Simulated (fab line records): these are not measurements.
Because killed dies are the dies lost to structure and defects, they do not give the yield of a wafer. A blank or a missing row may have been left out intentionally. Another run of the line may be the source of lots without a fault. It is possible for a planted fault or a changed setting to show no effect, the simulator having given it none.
fab line records    flow sfqLine
record: lots: 6  wafers: 18  lastDay: 80
route steps=325 shown M5@198 A5B@209
lots that met no fault: taken from a fault-free run of the same line
startH: start of the lot's first displayed wafer, in hours after the record's first day    waitH: time in hours since the lot's previous step    " identical to the entry in the row above    L1.1+2: one row covering several wafers at once    - no value present, or no start provided    * or withheld: withheld    < > ~ a bound
route shown NAME@n: a module of which the file shows steps, and the number in the route of the first    usual: mean/standard deviation of fault-free wafers    same: alike in all rows    chamber/n: place in a boat    sites: readings site by site    _std_site: the standard deviation of these    _edge_site: mean of outer sites minus mean of inner sites    radiusMm: for every site, how far away it sits from the centre of the wafer    mask NAME#n: copy n    behind: the most recent tool/chamber to have shaped the wafer    hold: what put the lot on hold/how long, in hours/how the hold closed    device: whichever transistor did not switch (one of n, p or np)    end of line: the same wafers' tests at the end of the route    a step without rows: its recipe alone    killed: dies that structure and defects cost at the first sort, which is not the same as the wafer's yield    map: dies across one wafer; x = killed, . = not, _ = none there
set.NAME: the setting the step ran with; set.NAME@STEP: the setting that earlier step ran with    model.NAME: the simulator's own value behind a step, which no gauge read
lots at some steps of the route; a table a step, a row a wafer
services: from which hour (startH, from the record's first day; less than 0 if before it) a tool's chamber was out of use, for how many hours, and why
== steps ==
step: SFQ_TRILAYER_M5_LITHO_COAT_128
recipe: resist: BARC  spinRpm: 3000  resistThkNm: 62
step: SFQ_TRILAYER_M5_LITHO_COAT_123
recipe: resist: KrF  spinRpm: 3000  resistThkNm: 600
step: SFQ_TRILAYER_M5_LITHO_SOFTBAKE_127
recipe: tempC: withheld  timeS: withheld  resist: KrF
step: SFQ_TRILAYER_M5_LITHO_EXPOSE_124
recipe: maskId: M5  na: 0.6  sourceShape: conventional  sigmaOuter: 0.65  targetCdNm: 700  doseMj: 14.4
step: SFQ_TRILAYER_M5_LITHO_PEB_126
recipe: pebTempC: 115  pebTimeS: 60  resist: KrF
step: SFQ_TRILAYER_M5_LITHO_DEVELOP_125
recipe: timeS: 60  resist: KrF
step: SFQ_M5_OVL_MEAS_932
usual: M5_OVL: 1/5.1
lot.wafer  tool        chamber  startH   waitH  M5_OVL[nm]
L617.1     overlay-01  -        1326.69  0.1    6
L617.2     "           -        "        "      7
L617.3     "           -        "        "      6
L622.2     overlay-01  -        1368.69  0.1    7
L622.4     "           -        "        "      0
L622.5     "           -        "        "      0
L623.1     overlay-01  -        1379.49  0.1    5
L623.3     "           -        "        "      6
L623.5     "           -        "        "      0
L628.1     overlay-01  -        1443.36  0.1    -11
L628.3     "           -        "        "      -3
L628.6     "           -        "        "      -7
L630.1     overlay-01  -        1451.91  0.2    4
L630.3     "           -        "        "      5
L630.5     "           -        "        "      6
L631.2     overlay-02  -        1455.49  0.1    1
L631.4     "           -        "        "      4
L631.6     "           -        "        "      0
step: SFQ_TRILAYER_M5_BARC_OPEN_METAL_ETCH_161
recipe: maskMaterial: PR  chemistry: O2  targetDepthNm: 125  target: BARC  icpW: 600  biasW: 80  pressureMtorr: 10  timeS: 41.7
usual: drypumpMotorCurrentA: 5.5/0.3  oesProductAu: 0.686/0.0047
lot.wafer  tool         chamber  startH   waitH  drypumpMotorCurrentA  oesProductAu  rfHoursCounterH
L617.1     rieMetal-01  0        1326.72  0.0    5.1                   0.688         28
L617.2     "            1        "        "      5.2                   0.682         5
L617.3     "            1        "        "      5.2                   0.683         -
L622.2     rieMetal-01  1        1368.72  0.0    5.1                   0.685         11
L622.4     "            0        "        "      5.1                   0.685         -
L622.5     "            0        "        "      5.0                   0.689         -
L623.1     rieMetal-03  0        1379.52  0.0    5.3                   0.682         134
L623.3     "            0        "        "      5.3                   0.677         -
L623.5     "            1        "        "      5.4                   0.673         -
L628.1     rieMetal-01  1        1443.39  0.0    5.2                   0.693         20
L628.3     "            1        "        "      5.2                   0.688         -
L628.6     "            1        "        "      5.2                   0.681         -
L630.1     rieMetal-02  0        1451.94  0.0    5.7                   0.682         75
L630.3     "            0        "        "      5.8                   0.679         -
L630.5     "            0        "        "      5.7                   0.683         -
L631.2     rieMetal-02  0        1455.52  0.0    5.7                   0.689         75
L631.4     "            0        "        "      5.7                   0.688         -
L631.6     "            1        "        "      6.0                   0.685         -
step: SFQ_TRILAYER_M5_ETCH_METAL_ETCH_126
recipe: target: Nb  stopOn: SiO2  maskMaterial: PR  overEtchFrac: 0.15  timeS: 203.2  chemistry: Cl2/BCl3  targetDepthNm: 265  icpW: 600  biasW: 80  pressureMtorr: 10
usual: drypumpMotorCurrentA: 5.5/0.3  oesProductAu: 0.728/0.0063
lot.wafer  tool         chamber  startH   waitH  drypumpMotorCurrentA  oesProductAu  rfHoursCounterH
L617.1     rieMetal-01  0        1326.78  0.0    5.1                   0.730         28
L617.2     "            1        "        "      5.1                   0.732         5
L617.3     "            1        "        "      5.2                   0.720         -
L622.2     rieMetal-01  1        1368.78  0.0    5.2                   0.726         12
L622.4     "            0        "        "      5.1                   0.734         -
L622.5     "            0        "        "      5.1                   0.726         -
L623.1     rieMetal-03  0        1379.58  0.0    5.3                   0.726         134
L623.3     "            0        "        "      5.3                   0.727         -
L623.5     "            1        "        "      5.4                   0.736         -
L628.1     rieMetal-01  1        1443.47  0.1    5.2                   0.724         20
L628.3     "            1        "        "      5.1                   0.733         -
L628.6     "            1        "        "      5.1                   0.726         -
L630.1     rieMetal-02  0        1452.00  0.0    5.7                   0.723         75
L630.3     "            0        "        "      5.7                   0.734         -
L630.5     "            0        "        "      5.7                   0.725         -
L631.2     rieMetal-02  0        1455.58  0.0    5.7                   0.718         75
L631.4     "            0        "        "      5.7                   0.723         -
L631.6     "            1        "        "      5.9                   0.724         -
step: SFQ_TRILAYER_M5_STRIP_STRIP_127
recipe: gas: O2  powerW: 200  platenTempC: 40  overashFraction: 0.65  chemistry: O2  pressureMtorr: 50
usual: drypumpMotorCurrentA: 5.5/0.3  oesProductAu: 1.012/0.01
lot.wafer  tool         chamber  startH   waitH  drypumpMotorCurrentA  oesProductAu  rfHoursCounterH
L617.1     rieMetal-01  0        1326.98  0.1    5.1                   1.009         28
L617.2     "            1        "        "      5.2                   1.010         5
L617.3     "            1        "        "      5.1                   1.003         -
L622.2     rieMetal-01  1        1368.98  0.1    5.2                   1.000         12
L622.4     "            0        "        "      5.1                   1.014         -
L622.5     "            0        "        "      5.1                   1.012         -
L623.1     rieMetal-03  0        1379.78  0.1    5.3                   1.005         135
L623.3     "            0        "        "      5.3                   1.002         -
L623.5     "            1        "        "      5.4                   1.000         -
L628.1     rieMetal-01  1        1443.73  0.2    5.2                   1.010         20
L628.3     "            1        "        "      5.2                   1.015         -
L628.6     "            1        "        "      5.2                   1.030         -
L630.1     rieMetal-02  0        1452.20  0.1    5.7                   1.012         75
L630.3     "            0        "        "      5.8                   1.016         -
L630.5     "            0        "        "      5.8                   1.014         -
L631.2     rieMetal-02  0        1455.77  0.1    5.7                   1.009         76
L631.4     "            0        "        "      5.8                   1.020         -
L631.6     "            1        "        "      5.9                   1.017         -
step: SFQ_TRILAYER_M5_STRIP_SOLV_CLEAN_128
recipe: chemistry: NMP  tempC: 70  timeS: 600
step: SFQ_TRILAYER_A5B_DEP_PECVD_129
recipe: material: SiO2  tempC: 150  timeS: 133.33  pressureTorr: 2.4  rfW: 183.3  precursor: SiH4/N2O  targetThkNm: 600
usual: heaterPowerW: 74/14  throttleValvePct: 24.2/0.67
lot.wafer  tool      chamber  startH   waitH  heaterPowerW  throttleValvePct
L617.1     pecvd-01  2        1327.75  0.0    86            25.4
L617.2     "         1        "        "      67            23.7
L617.3     "         0        "        "      79            24.7
L622.2     pecvd-02  1        1369.75  0.0    55            23.9
L622.4     "         1        "        "      59            23.8
L622.5     "         2        "        "      68            24.8
L623.1     pecvd-01  0        1380.55  0.0    86            24.8
L623.3     "         2        "        "      69            25.4
L623.5     "         0        "        "      88            24.6
L628.1     pecvd-02  0        1444.71  0.0    82            24.1
L628.3     "         1        "        "      59            23.9
L628.6     "         2        "        "      67            25.1
L630.1     pecvd-02  0        1452.97  0.0    86            24.5
L630.3     "         2        "        "      65            24.9
L630.5     "         2        "        "      69            25.1
L631.2     pecvd-04  1        1456.75  0.0    113           23.6
L631.4     "         1        "        "      113           23.7
L631.6     "         0        "        "      80            24.3
step: SFQ_TRILAYER_A5B_CMP_CMP_130
recipe: stopOn: Nb  downForcePsi: 3  platenRpm: 60  targetThkNm: 340.7
usual: headPressurePsi: 3.000/0.0069  motorCurrentA: 10.0/0.55
lot.wafer  tool    chamber  startH   waitH  headPressurePsi  motorCurrentA
L617.2     cmp-02  0        1328.86  1.1    3.006            9.7
L617.1     "       1        "        "      2.989            10.1
L617.3     "       2        "        "      2.985            9.4
L622.4     cmp-01  0        1370.34  0.5    2.900            9.6
L622.2     "       2        1371.34  1.5    2.911            10.0
L622.5     "       0        1372.34  2.5    2.907            9.2
L623.1     cmp-01  3        1380.64  0.0    2.905            10.9
L623.3     "       2        1382.14  1.5    2.905            9.8
L623.5     "       0        1383.14  2.5    2.913            9.5
L628.3     cmp-02  1        1445.30  0.5    3.003            9.6
L628.1     "       2        "        "      2.996            9.2
L628.6     "       0        1446.80  2.0    2.998            9.3
L630.1     cmp-02  0        1453.06  0.0    3.003            9.3
L630.3     "       1        "        "      3.003            10.1
L630.5     "       0        1455.06  2.0    3.003            9.3
L631.4     cmp-01  0        1456.85  0.0    2.997            9.3
L631.2     "       2        1457.85  1.0    2.996            10.2
L631.6     "       0        1458.85  2.0    3.004            10.0
step: SFQ_TRILAYER_A5B_METRO_MEASURE_131
usual: thkNm: 342/7.3
lot.wafer  tool          chamber  startH   waitH  thkNm
L617.1     filmMetro-03  -        1331.36  1.5    348
L617.2     "             -        "        "      337
L617.3     "             -        "        "      338
L622.2     filmMetro-03  -        1373.04  1.2    339
L622.4     "             -        "        "      349
L622.5     "             -        "        "      345
L623.1     filmMetro-04  -        1383.64  2.5    345
L623.3     "             -        "        "      343
L623.5     "             -        "        "      351
L628.1     filmMetro-02  -        1447.80  1.5    344
L628.3     "             -        "        "      351
L628.6     "             -        "        "      353
L630.1     filmMetro-03  -        1456.06  2.5    336
L630.3     "             -        "        "      345
L630.5     "             -        "        "      339
L631.2     filmMetro-02  -        1460.05  1.7    351
L631.4     "             -        "        "      351
L631.6     "             -        "        "      347
== services ==
tool          chamber  startH   hours  kind
filmMetro-02  -        1309.55  0.2    pm
rieMetal-02   1        1312.15  21.1   repair
cmp-01        -        1330.35  3.3    pm
cmp-02        -        1335.18  3.9    pm
cmp-01        -        1351.79  4.2    pm
rieMetal-03   -        1357.59  0.9    repair
cmp-01        -        1360.63  1.2    repair
rieMetal-02   -        1363.36  14.6   pm
filmMetro-03  -        1370.48  0.8    pm
filmMetro-02  -        1371.53  0.2    pm
rieMetal-01   -        1379.99  0.9    repair
filmMetro-03  -        1380.61  0.2    pm
filmMetro-04  -        1385.29  0.5    pm
rieMetal-03   -        1391.84  1.2    repair
rieMetal-03   0        1400.56  18.8   repair
rieMetal-01   -        1420.45  0.4    repair
cmp-01        -        1428.55  1.8    repair
filmMetro-02  -        1430.13  0.3    pm
cmp-02        -        1431.69  4.0    pm
cmp-02        -        1435.69  -      consumableReplace:conditioner
cmp-02        -        1435.69  -      consumableReplace:pad
cmp-02        -        1441.96  0.9    repair
pecvd-02      -        1456.65  2.1    repair
== key ==
firstSign: step: SFQ_TRILAYER_A5B_CMP_CMP_130  reading: headPressurePsi  direction: down  sigmas: 14  usual: 3.000  struck: 2.907
effect none on later readings
metAt SFQ_TRILAYER_A5B_CMP_CMP_130
struckWafers L622.2,L622.4,L622.5,L623.1,L623.3,L623.5
fault: kind: processParameterDrift  tool: cmp-01  chamber: -  onsetH: 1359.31  steps: SFQ_TRILAYER_A5B_CMP_CMP_130  channel: downForcePsi  offset: -0.091356  shape: step  endH: 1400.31  actsIn: theseRecipesOnly  stated: 3
